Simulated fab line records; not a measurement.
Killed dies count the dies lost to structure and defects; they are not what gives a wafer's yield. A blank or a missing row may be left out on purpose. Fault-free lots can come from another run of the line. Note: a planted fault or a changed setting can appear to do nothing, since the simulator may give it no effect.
Chamber matching -- flow sky130 -- 4 sister chambers for SKY_VIA4_ETCH_12 on rieDiel-04
The step etches SiO2 in C4F8/O2/Ar, stops on TiN, target depth 580 nm. 8 wafers are shown with their chamber, then 9 later ones without.

== WAFERS WITH THEIR CHAMBER ==
wafer,chamber,oesProductAu (a.u.)
L074.1,1,0.924
L078.2,2,0.926
L079.1,3,0.929
L079.3,2,0.924
L079.6,3,0.923
L080.3,0,0.924
L080.4,1,0.929
L080.6,0,0.922

== WAFERS WITH NO CHAMBER GIVEN ==
wafer,oesProductAu (a.u.)
L085.2,0.927
L085.4,0.925
L085.6,0.924
L088.4,0.935
L088.5,0.923
L088.6,0.931
L091.1,0.928
L091.2,0.924
L091.3,0.921

== WHICH CHAMBER EACH WENT THROUGH ==
wafer,from the rows above,in truth
L085.2,can't be placed: 1 or 3 or 2 or 0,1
L085.4,can't be placed: 2 or 3 or 1 or 0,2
L085.6,can't be placed: 0 or 2 or 3 or 1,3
L088.4,can't be placed: 1 or 3 or 2 or 0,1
L088.5,can't be placed: 0 or 2 or 3 or 1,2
L088.6,can't be placed: 1 or 3 or 2 or 0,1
L091.1,can't be placed: 1 or 3 or 2 or 0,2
L091.2,can't be placed: 0 or 2 or 3 or 1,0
L091.3,can't be placed: 0 or 2 or 3 or 1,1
Correct placement for 0 of the 9. These rows do not allow placing 9 (true chamber among the candidates in 9). Number placed wrongly: 0.
How it was worked out, from the rows above alone: a wafer's distance from a chamber is the root of the sum, over the readings, of the square of ((its reading less the chamber's mean) divided by the reading's scatter). The wafer belongs to the nearest chamber; if the next one is less than 2 further off, it can't be placed. Each chamber's mean is taken over the wafers shown for it. How the scatter is found: for the shown wafers, subtract from each reading the mean of its chamber, square and add these, divide the total by (wafers less chambers), then take the root.
